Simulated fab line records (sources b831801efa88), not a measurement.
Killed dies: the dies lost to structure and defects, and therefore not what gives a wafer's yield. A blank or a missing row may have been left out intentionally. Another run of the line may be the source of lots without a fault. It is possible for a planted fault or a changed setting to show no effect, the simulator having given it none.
fab line records	flow sky130
[record] lots = 6	wafers = 18	last-day = 50
route steps=708 shown VIA4@659 METAL5@661 PAD_OPEN@708
lots untouched by any fault: they come from a run of this same line in which no faults occurred
start-h: start of the lot's first displayed wafer, in hours after the record's first day	wait-h: time in hours since the lot's previous step	" identical to the entry in the row above	L1.1+2: a single row standing in for several wafers	- no value present, or no start provided	* or withheld: withheld	< > ~ a bound
route shown NAME@n: NAME is a module with steps in the file, n the number in the route of the first one	usual: mean/standard deviation taken from wafers without a fault	same: alike in all rows	chamber/n: place in a boat	sites: the reading at each site	_std_site: the values' standard deviation	_edge_site: inner sites' mean taken away from outer sites' mean	radius-mm: how far each site lies from the wafer's centre	mask NAME#n: copy n	behind: the most recent tool/chamber to have shaped the wafer	hold: what put the lot on hold/how long, in hours/how the hold closed	device: which transistor (n, p or np) failed to switch	end of line: tests run on the same wafers once the route is complete	a step with no rows: only its recipe	killed: dies that structure and defects cost at the first sort, which is not the same as the wafer's yield	map: a wafer's dies, marking killed ones x, the rest . and places with no die _
set.NAME: the run value of the setting; set.NAME@STEP: its run value at that earlier step	model.NAME: the simulator's own value behind a step, which no gauge read
lots at some steps of the route; a table a step, a row a wafer
services: when a tool's chamber went out of use (start-h, in hours from the record's first day, below 0 if earlier), for how many hours, and the reason
[[steps]]
[step SKY_VIA4_THK_MEAS_20]
[recipe] thk-meas-gauge = xrf	reads = W_of_VIA4_CVD_18
[usual] VIA4_W_THK = 528/8.6
lot.wafer	tool	chamber	start-h	wait-h	VIA4_W_THK[nm]
L600.2	film-metro-04	-	1019.78	0.1	526
L600.4	"	-	"	"	523
L600.5	"	-	"	"	524
L614.2	film-metro-02	-	1099.51	0.1	526
L614.5	"	-	"	"	521
L614.6	"	-	"	"	522
L617.1	film-metro-04	-	1115.38	0.1	539
L617.3	"	-	"	"	535
L617.5	"	-	"	"	533
L619.1	film-metro-04	-	1127.24	0.1	533
L619.2	"	-	"	"	528
L619.6	"	-	"	"	531
L621.1	film-metro-03	-	1143.01	0.1	541
L621.4	"	-	"	"	533
L621.5	"	-	"	"	533
L622.2	film-metro-02	-	1143.39	0.1	527
L622.4	"	-	"	"	527
L622.6	"	-	"	"	519
[step SKY_VIA4_CMP_21]
[recipe] stop-on = SiO2	t-overpolish-s = 25	down-force-psi = 3.5	platen-rpm = 60	target-thk-nm = 0	pad-velocity-m-s = 0.94248
[usual] motor-current-A = 11.2/1.1	overpolish-run-s = 25.000/0.0099	time-to-endpoint-s = 125/7.2
[same] t-overpolish-s = 25
lot.wafer	tool	chamber	start-h	wait-h	motor-current-A	overpolish-run-s	time-to-endpoint-s
L600.4	cmp-02	0	1019.93	0.1	11.9	25.019	123
L600.2	"	1	"	"	11.7	25.003	132
L600.5	"	3	"	"	9.1	25.001	135
L614.2	cmp-02	2	1099.56	0.0	10.5	25.013	138
L614.5	"	2	"	"	9.7	24.989	133
L614.6	"	3	"	"	9.4	25.013	129
L617.1	cmp-02	1	1115.54	0.1	11.2	25.004	120
L617.3	"	2	"	"	9.7	24.978	129
L617.5	"	3	"	"	8.9	24.993	125
L619.1	cmp-01	1	1127.30	0.1	11.2	24.998	128
L619.2	"	2	"	"	11.3	25.000	132
L619.6	"	1	"	"	11.7	25.008	129
L621.4	cmp-02	3	1143.07	0.0	8.9	24.995	126
L621.1	"	1	"	"	11.7	25.010	118
L621.5	"	3	"	"	8.7	24.993	124
L622.4	cmp-02	3	1143.44	0.0	9.2	24.970	127
L622.2	"	0	"	"	12.4	24.989	111
L622.6	"	0	"	"	12.1	25.011	109
[step SKY_METAL5_SPUTTER_00]
[recipe] material = Ti	target-thk-nm = 15	power-w = 3000	time-s = 10	chamber-pressure-pa = 0.4
[usual] throttle-valve-pct = 29.9/1.1
lot.wafer	tool	chamber	start-h	wait-h	throttle-valve-pct
L600.2	pvd-sputter-03	-	1020.13	0.1	29.0
L600.4	"	-	"	"	29.7
L600.5	"	-	"	"	29.6
L614.2	pvd-sputter-04	-	1099.86	0.2	28.6
L614.5	"	-	"	"	30.5
L614.6	"	-	"	"	30.5
L617.1	pvd-sputter-01	-	1115.74	0.1	27.4
L617.3	"	-	"	"	31.5
L617.5	"	-	"	"	31.2
L619.1	pvd-sputter-03	-	1127.60	0.2	29.7
L619.2	"	-	"	"	28.9
L619.6	"	-	"	"	29.8
L621.1	pvd-sputter-01	-	1143.37	0.1	27.7
L621.4	"	-	"	"	31.3
L621.5	"	-	"	"	31.3
L622.2	pvd-sputter-04	-	1143.74	0.2	30.6
L622.4	"	-	"	"	30.5
L622.6	"	-	"	"	30.4
[step SKY_METAL5_SPUTTER_01]
[recipe] material = TiN	target-thk-nm = 20	power-w = 6500	time-s = 16.7	chamber-pressure-pa = 0.4
[step SKY_METAL5_SPUTTER_02]
[recipe] material = AlCu	target-thk-nm = 1150	power-w = 10600	time-s = 61.2	chamber-pressure-pa = 0.4
[usual] throttle-valve-pct = 29.8/1
lot.wafer	tool	chamber	start-h	wait-h	throttle-valve-pct
L600.2	pvd-sputter-03	-	1020.18	0.0	29.1
L600.4	"	-	"	"	29.6
L600.5	"	-	"	"	29.5
L614.2	pvd-sputter-04	-	1099.91	0.0	28.6
L614.5	"	-	"	"	30.4
L614.6	"	-	"	"	30.3
L617.1	pvd-sputter-01	-	1115.79	0.0	27.6
L617.3	"	-	"	"	31.2
L617.5	"	-	"	"	31.3
L619.1	pvd-sputter-03	-	1127.65	0.0	29.6
L619.2	"	-	"	"	28.9
L619.6	"	-	"	"	29.7
L621.1	pvd-sputter-01	-	1143.42	0.0	28.0
L621.4	"	-	"	"	31.3
L621.5	"	-	"	"	31.3
L622.2	pvd-sputter-04	-	1143.79	0.0	30.4
L622.4	"	-	"	"	30.1
L622.6	"	-	"	"	30.2
[step SKY_METAL5_SPUTTER_03]
[recipe] material = Ti	target-thk-nm = 5	power-w = 3000	time-s = 3.3	chamber-pressure-pa = 0.4
[usual] throttle-valve-pct = 29.9/1.1
lot.wafer	tool	chamber	start-h	wait-h	throttle-valve-pct
L600.2	pvd-sputter-03	-	1020.23	0.0	28.9
L600.4	"	-	"	"	29.5
L600.5	"	-	"	"	29.9
L614.2	pvd-sputter-04	-	1099.96	0.0	28.5
L614.5	"	-	"	"	29.9
L614.6	"	-	"	"	30.4
L617.1	pvd-sputter-01	-	1115.84	0.0	27.7
L617.3	"	-	"	"	31.6
L617.5	"	-	"	"	31.3
L619.1	pvd-sputter-03	-	1127.70	0.0	29.8
L619.2	"	-	"	"	28.9
L619.6	"	-	"	"	29.9
L621.1	pvd-sputter-01	-	1143.47	0.0	27.9
L621.4	"	-	"	"	31.3
L621.5	"	-	"	"	31.5
L622.2	pvd-sputter-04	-	1143.84	0.0	30.5
L622.4	"	-	"	"	30.1
L622.6	"	-	"	"	30.3
[step SKY_METAL5_SPUTTER_04]
[recipe] material = TiN	target-thk-nm = 70	power-w = 6500	time-s = 58.3	chamber-pressure-pa = 0.4
[usual] throttle-valve-pct = 29.8/1.1
lot.wafer	tool	chamber	start-h	wait-h	throttle-valve-pct
L600.2	pvd-sputter-03	-	1020.25	0.0	29.0
L600.4	"	-	"	"	29.4
L600.5	"	-	"	"	29.6
L614.2	pvd-sputter-04	-	1099.98	0.0	28.5
L614.5	"	-	"	"	30.4
L614.6	"	-	"	"	30.3
L617.1	pvd-sputter-01	-	1115.86	0.0	27.7
L617.3	"	-	"	"	31.7
L617.5	"	-	"	"	31.5
L619.1	pvd-sputter-03	-	1127.72	0.0	29.5
L619.2	"	-	"	"	29.2
L619.6	"	-	"	"	29.7
L621.1	pvd-sputter-01	-	1143.49	0.0	27.6
L621.4	"	-	"	"	31.3
L621.5	"	-	"	"	31.3
L622.2	pvd-sputter-04	-	1143.86	0.0	30.5
L622.4	"	-	"	"	30.2
L622.6	"	-	"	"	30.5
[step SKY_METAL5_RS_MEAS_05]
[recipe] thk-meas-gauge = four-point-probe	reads = TiN_of_METAL5_SPUTTER_04+Ti_of_METAL5_SPUTTER_03+AlCu_of_METAL5_SPUTTER_02+TiN_of_METAL5_SPUTTER_01+Ti_of_METAL5_SPUTTER_00
[usual] METAL5_ALCU_RS = 0.0270/0.0004
lot.wafer	tool	chamber	start-h	wait-h	METAL5_ALCU_RS[ohm/sq]
L600.2	film-metro-03	-	1020.32	0.0	0.0267
L600.4	"	-	"	"	0.0264
L600.5	"	-	"	"	0.0268
L614.2	film-metro-02	-	1100.05	0.0	0.0278
L614.5	"	-	"	"	0.0267
L614.6	"	-	"	"	0.0274
L617.1	film-metro-01	-	1115.91	0.0	0.0273
L617.3	"	-	"	"	0.0270
L617.5	"	-	"	"	0.0271
L619.1	film-metro-02	-	1127.77	0.0	0.0273
L619.2	"	-	"	"	0.0270
L619.6	"	-	"	"	0.0271
L621.1	film-metro-01	-	1143.54	0.0	0.0275
L621.4	"	-	"	"	0.0273
L621.5	"	-	"	"	0.0274
L622.2	film-metro-03	-	1143.93	0.0	0.0270
L622.4	"	-	"	"	0.0264
L622.6	"	-	"	"	0.0264
[step SKY_METAL5_THK_MEAS_06]
[recipe] thk-meas-gauge = xrf	reads = AlCu_of_METAL5_SPUTTER_02
[usual] METAL5_ALCU_THK = 1148/19
lot.wafer	tool	chamber	start-h	wait-h	METAL5_ALCU_THK[nm]
L600.2	film-metro-03	-	1020.43	0.1	1152
L600.4	"	-	"	"	1153
L600.5	"	-	"	"	1140
L614.2	film-metro-02	-	1100.16	0.1	1124
L614.5	"	-	"	"	1160
L614.6	"	-	"	"	1130
L617.1	film-metro-01	-	1116.03	0.1	1150
L617.3	"	-	"	"	1161
L617.5	"	-	"	"	1154
L619.1	film-metro-02	-	1127.89	0.1	1139
L619.2	"	-	"	"	1152
L619.6	"	-	"	"	1142
L621.1	film-metro-01	-	1143.66	0.1	1127
L621.4	"	-	"	"	1146
L621.5	"	-	"	"	1133
L622.2	film-metro-03	-	1144.04	0.1	1149
L622.4	"	-	"	"	1163
L622.6	"	-	"	"	1160
[step SKY_METAL5_DEHYDRATE_07]
[recipe] temp-c = 200	time-s = 60
[step SKY_METAL5_HMDS_08]
[recipe] prime-time-s = 60	prime-temp-c = 120
[step SKY_METAL5_COAT_09]
[recipe] resist = NOVOLAK	spin-rpm = 3000	resist-thk-nm = 1800
[step SKY_METAL5_SOFTBAKE_10]
[recipe] temp-c = 90	time-s = 60	resist = NOVOLAK
[usual] heater-power-total-W = 56.59/0.05	run-length-s = 88.91/0.11
lot.wafer	tool	chamber	start-h	wait-h	heater-power-total-W	run-length-s
L600.2	litho-track-02	0	1032.33	0.1	56.58	88.89
L600.4	"	0	"	"	56.62	88.86
L600.5	"	0	"	"	56.66	88.99
L614.2	litho-track-03	0	1109.84	0.1	56.64	88.93
L614.5	"	0	"	"	56.61	88.80
L614.6	"	0	"	"	56.60	89.17
L617.1	litho-track-03	0	1126.21	0.1	56.64	88.74
L617.3	"	0	"	"	56.63	88.98
L617.5	"	0	"	"	56.51	88.83
L619.1	litho-track-02	0	1137.01	0.1	56.49	88.88
L619.2	"	0	"	"	58.02	84.48
L619.6	"	0	"	"	56.56	89.03
L621.1	litho-track-02	0	1151.86	0.1	56.68	89.11
L621.4	"	0	"	"	58.16	84.43
L621.5	"	0	"	"	58.02	84.47
L622.2	litho-track-04	0	1152.55	0.1	56.62	88.85
L622.4	"	0	"	"	56.60	89.06
L622.6	"	0	"	"	56.55	88.88
[step SKY_METAL5_EXPOSE_11]
[recipe] mask-id = MM5	na = 0.6	source-shape = conventional	sigma-outer = 0.6	polarization = unpolarized	target-cd-nm = 1600	dose-mj = 190
[step SKY_PAD_OPEN_PROBE_99]
[usual] defect-limited-yield = 82.4/2	killed_at_M0_to_M3 = 43/6.7	killed_at_M4_up = 3.2/2.1	killed-at-contacts = 25/5.9	killed-at-front-end = 16/4.7	killed-at-other = 0.3/0.54	killed-dies = 87/9.8	killed-open = 47/6.7	killed-short = 40/6.5	sort_bin_3_pad_short = 0.9/0.45	sort_bin_5_function = 10.5/1.5	sort_bin_6_memory = 6.2/1.2	sort-n-pass = 405/9.8	sort-yield-pct = 82.4/2
[same] gross-dies = 492	killed-at-back-side = 0	sort_bin_4_leakage[%] = 0	sort_bin_8_speed[%] = 0
lot.wafer	tool	chamber	start-h	wait-h	defect-limited-yield[%]	killed_at_M0_to_M3	killed_at_M4_up	killed-at-contacts	killed-at-front-end	killed-at-other	killed-dies	killed-open	killed-short	sort_bin_3_pad_short[%]	sort_bin_5_function[%]	sort_bin_6_memory[%]	sort-n-pass	sort-yield-pct[%]
L600.2	prober-02	-	1089.31	0.1	83.7	48	5	19	8	0	80	50	30	0.8	11.2	4.3	412	83.7
L600.4	prober-02	-	1089.41	0.2	84.8	41	1	18	13	2	75	41	34	0.4	9.6	5.3	417	84.8
L600.5	prober-02	-	1089.46	0.2	80.3	51	2	29	14	1	97	50	47	1.4	11.2	7.1	395	80.3
L614.2	prober-02	-	1161.45	0.1	79.9	55	6	22	16	0	99	55	44	1.4	12.0	6.7	393	79.9
L614.5	prober-02	-	1161.60	0.2	80.9	52	5	23	14	0	94	50	44	1.0	12.4	5.7	398	80.9
L614.6	prober-02	-	1161.65	0.2	81.7	57	3	23	7	0	90	51	39	0.2	12.4	5.7	402	81.7
L617.1	prober-01	-	1175.65	0.1	80.3	48	3	26	19	1	97	52	45	1.0	11.2	7.5	395	80.3
L617.3	prober-01	-	1175.75	0.2	84.8	35	2	21	17	0	75	47	28	0.6	10.6	4.1	417	84.8
L617.5	prober-01	-	1175.85	0.2	79.5	43	4	35	19	0	101	61	40	0.8	12.4	7.3	391	79.5
L619.1	prober-01	-	1184.74	0.1	81.3	36	7	35	14	0	92	51	41	1.8	11.2	5.7	400	81.3
L619.2	prober-01	-	1184.79	0.1	82.5	44	0	26	16	0	86	51	35	0.8	8.5	8.1	406	82.5
L619.6	prober-01	-	1184.99	0.2	78.5	46	5	34	21	0	106	63	43	1.2	13.0	7.3	386	78.5
L622.2	prober-02	-	1199.00	0.1	79.1	59	2	32	10	0	103	56	47	0.2	12.8	7.9	389	79.1
L622.4	prober-02	-	1199.10	0.2	85.6	28	0	27	14	2	71	35	36	1.0	7.7	5.7	421	85.6
L622.6	prober-02	-	1199.20	0.2	81.5	37	3	25	25	1	91	52	39	1.2	11.0	6.3	401	81.5
// killed by level:class
L600.2 VIA1:geometric-particle:open=13 VIA2:geometric-particle:open=9 CONTACT:geometric-particle:open=9 VIA3:geometric-particle:open=6 LI_CONTACT:geometric-particle:short=4 METAL3:geometric-particle:short=4 METAL1:geometric-particle:open=4 VIA2:geometric-particle:short=4
L600.4 METAL1:geometric-particle:short=9 CONTACT:geometric-particle:open=7 VIA1:geometric-particle:open=6 LI_CONTACT:geometric-particle:open=6 VIA3:geometric-particle:open=5 FIELD_ISO:geometric-particle:short=4 POLY_GATE:geometric-particle:open=4 VIA2:geometric-particle:short=4
L600.5 CONTACT:geometric-particle:open=11 VIA2:geometric-particle:open=10 METAL2:geometric-particle:short=8 LI_CONTACT:geometric-particle:open=6 CONTACT:geometric-particle:short=6 METAL1:geometric-particle:open=6 VIA1:geometric-particle:open=5 METAL3:geometric-particle:short=5
L614.2 CONTACT:geometric-particle:open=13 VIA3:geometric-particle:open=10 VIA1:geometric-particle:open=9 VIA2:geometric-particle:open=9 METAL1:geometric-particle:short=8 METAL2:geometric-particle:short=5 FIELD_ISO:geometric-particle:short=4 POLY_CUT:geometric-particle:open=4
L614.5 VIA1:geometric-particle:open=16 CONTACT:geometric-particle:open=12 METAL1:geometric-particle:short=8 METAL2:geometric-particle:short=6 VIA3:geometric-particle:open=6 POLY_GATE:geometric-particle:short=5 VIA2:geometric-particle:open=5 LI_CONTACT:geometric-particle:open=4
L614.6 VIA1:geometric-particle:open=17 CONTACT:geometric-particle:open=9 METAL1:geometric-particle:short=8 LOCAL_INTERCONNECT:geometric-particle:short=7 VIA2:geometric-particle:open=7 LI_CONTACT:geometric-particle:open=6 VIA1:geometric-particle:short=5 METAL2:geometric-particle:short=5
L617.1 VIA1:geometric-particle:open=12 CONTACT:geometric-particle:open=11 METAL1:geometric-particle:short=11 POLY_GATE:geometric-particle:short=9 LI_CONTACT:geometric-particle:open=7 VIA3:geometric-particle:open=7 FIELD_ISO:geometric-particle:open=5 CONTACT:geometric-particle:short=5
L617.3 CONTACT:geometric-particle:open=11 VIA1:geometric-particle:open=8 VIA2:geometric-particle:open=7 VIA3:geometric-particle:open=7 POLY_GATE:geometric-particle:short=6 FIELD_ISO:geometric-particle:open=4 CONTACT:geometric-particle:short=3 VIA1:geometric-particle:short=3
L617.5 CONTACT:geometric-particle:open=18 VIA1:geometric-particle:open=14 LI_CONTACT:geometric-particle:open=9 POLY_GATE:geometric-particle:short=7 CONTACT:geometric-particle:short=5 VIA2:geometric-particle:open=5 VIA1:geometric-particle:short=5 POLY_GATE:geometric-particle:open=4
L619.1 CONTACT:geometric-particle:open=10 LI_CONTACT:geometric-particle:open=9 LOCAL_INTERCONNECT:geometric-particle:short=9 VIA1:geometric-particle:open=8 VIA2:geometric-particle:open=7 METAL4:geometric-particle:short=7 FIELD_ISO:geometric-particle:short=5 VIA3:geometric-particle:open=5
L619.2 LI_CONTACT:geometric-particle:open=13 VIA3:geometric-particle:open=9 VIA1:geometric-particle:open=8 VIA2:geometric-particle:open=7 FIELD_ISO:geometric-particle:short=6 VIA1:geometric-particle:short=6 CONTACT:geometric-particle:open=6 FIELD_ISO:geometric-particle:open=5
L619.6 VIA2:geometric-particle:open=13 LI_CONTACT:geometric-particle:open=11 CONTACT:geometric-particle:open=11 POLY_GATE:geometric-particle:short=9 CONTACT:geometric-particle:short=9 VIA3:geometric-particle:open=6 METAL1:geometric-particle:open=5 VIA1:geometric-particle:open=5
L622.2 VIA1:geometric-particle:open=16 LI_CONTACT:geometric-particle:open=10 CONTACT:geometric-particle:open=10 VIA2:geometric-particle:open=9 METAL2:geometric-particle:short=6 CONTACT:geometric-particle:short=5 METAL1:geometric-particle:short=5 VIA1:geometric-particle:short=5
L622.4 VIA1:geometric-particle:open=10 CONTACT:geometric-particle:open=8 POLY_GATE:geometric-particle:open=5 CONTACT:geometric-particle:short=5 VIA1:geometric-particle:short=5 FIELD_ISO:geometric-particle:short=4 POLY_GATE:geometric-particle:short=4 LI_CONTACT:geometric-particle:open=4
L622.6 LI_CONTACT:geometric-particle:open=11 VIA1:geometric-particle:open=8 VIA2:geometric-particle:open=8 POLY_GATE:geometric-particle:short=7 POLY_GATE:geometric-particle:open=5 VIA1:geometric-particle:short=5 LOCAL_INTERCONNECT:geometric-particle:short=5 CONTACT:geometric-particle:open=5
[[services]]
tool	chamber	start-h	hours	kind
cmp-02	-	1011.35	2.3	repair
pvd-sputter-03	-	1019.12	0.8	repair
pvd-sputter-01	-	1058.37	2.1	repair
cmp-02	-	1082.50	4.4	repair
cmp-02	-	1086.86	4.0	pm
cmp-02	-	1089.75	0.6	repair
cmp-02	-	1090.86	-	consumable-replace:conditioner
cmp-02	-	1090.86	-	consumable-replace:pad
cmp-01	-	1103.30	4.3	pm
pvd-sputter-03	-	1110.52	2.7	repair
cmp-02	-	1116.03	5.3	pm
pvd-sputter-03	-	1150.28	1.6	repair
[[key]]
[first-sign] step = SKY_METAL5_SOFTBAKE_10	reading = run-length-s	direction = down	sigmas = 42	usual = *	struck = *
[effect] step = SKY_METAL5_SOFTBAKE_10	reading = heater-power-total-W	direction = up	sigmas = 29	usual = *	struck = *
met-at SKY_METAL5_SOFTBAKE_10
struck-wafers L619.2,L621.4,L621.5
onset-between 1032.33 1137.01
[fault] kind = process-parameter-drift	tool = litho-track-02	chamber = -	onset-h = 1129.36	steps = SKY_METAL5_SOFTBAKE_10	channel = time-s	offset = *	shape = step	end-h = 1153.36	scope = struck-wafers-only	acts-in = *	stated = *
